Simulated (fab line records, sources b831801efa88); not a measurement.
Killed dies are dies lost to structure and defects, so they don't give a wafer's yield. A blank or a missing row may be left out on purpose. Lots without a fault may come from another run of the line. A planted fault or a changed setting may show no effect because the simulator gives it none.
One fault seen from 2 desks | flow gf180mcu | each desk has only its own numbers; what lay behind them comes last

THE TOOL OWNER'S DESK: litho_track-03
The tool's own readings at GF_HV_LDD_COAT_02 (resist thk 1000 nm): means of the sampled wafers that have a number, for each lot that ran on this tool. A lot is out of limits, marked OUT, if its mean lies more than 4 standard deviations from the usual mean; the brackets give that distance.
Columns: A = spin_speed_rpm at GF_HV_LDD_COAT_02, usual 3000.5 rpm
lot  | first seen here | A
L612 | day 9 22:16     | 2999.1
L619 | day 12 02:38    | 3001.6
L628 | day 15 08:55    | 3744.0 (+99 or more) OUT
L629 | day 15 10:26    | 3744.2 (+99 or more) OUT
L630 | day 15 18:38    | 3741.1 (+99 or more) OUT
This desk's finding: out of limits on L628, L629, L630; first on L628, day 15 08:55 (spin_speed_rpm at GF_HV_LDD_COAT_02). In limits: L612, L619.

THE METROLOGY DESK
What the gauges read, lot by lot, whatever tool the lot ran on: means of the sampled wafers that have a number. A lot is out of limits, marked OUT, if its mean lies more than 4 standard deviations from the usual mean; the brackets give that distance.
Columns: A = STI_OXIDATION_01_THK at GF_STI_THK_MEAS_22, usual 15.0 nm; B = NWELL_OVL at GF_NWELL_OVL_MEAS_07, usual -0.8 nm; C = cd_nm at GF_HV_LDD_CD_MEAS_07, usual 400.2 nm
lot  | first seen here | A    | B    | C
L612 | day 2 07:50     | 15.5 | -1.6 | 401.7
L613 | day 2 14:02     | 14.6 | 0.3  | 399.0
L614 | day 2 20:11     | 14.9 | -0.6 | 400.7
L616 | day 3 06:16     | 15.0 | -0.6 | 401.5
L617 | day 3 11:20     | 14.5 | -0.9 | 400.4
L618 | day 3 15:00     | 15.1 | -1.4 | 399.4
L619 | day 3 20:29     | 14.8 | -0.5 | 401.9
L620 | day 4 00:44     | 15.0 | -0.7 | 399.0
L625 | day 5 06:05     | 15.5 | 0.5  | 402.9
L629 | day 6 00:42     | 15.3 | -0.5 | 409.0 (+4.6) OUT
L628 | day 6 00:44     | 15.2 | -2.8 | 410.9 (+5.6) OUT
L631 | day 6 11:37     | 15.3 | 0.4  | 401.3
L630 | day 6 11:38     | 14.9 | -0.1 | 408.4 (+4.3) OUT
This desk's finding: out of limits on L628, L629, L630; first on L628, day 15 19:51 (cd_nm at GF_HV_LDD_CD_MEAS_07). In limits: L612, L613, L614, L616, L617, L618, L619, L620, L625, L631.

PUT TOGETHER
The tool owner's desk could have raised an alarm at day 15 08:55, on L628, L629, L630.
The metrology desk could have raised an alarm at day 15 19:51, on L628, L629, L630.
Of the lots named, all ran GF_HV_LDD_COAT_02 on litho_track-03.

WHAT THE SIMULATOR HAD PUT IN
Process parameter drift: litho_track-03, from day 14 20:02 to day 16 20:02, at GF_HV_LDD_COAT_02. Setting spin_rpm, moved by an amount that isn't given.
Lots struck among those shown: L628, L629, L630.
Hours from the fault's start to each desk's first reading out of limits: the tool owner's desk, 13; the metrology desk, 24.
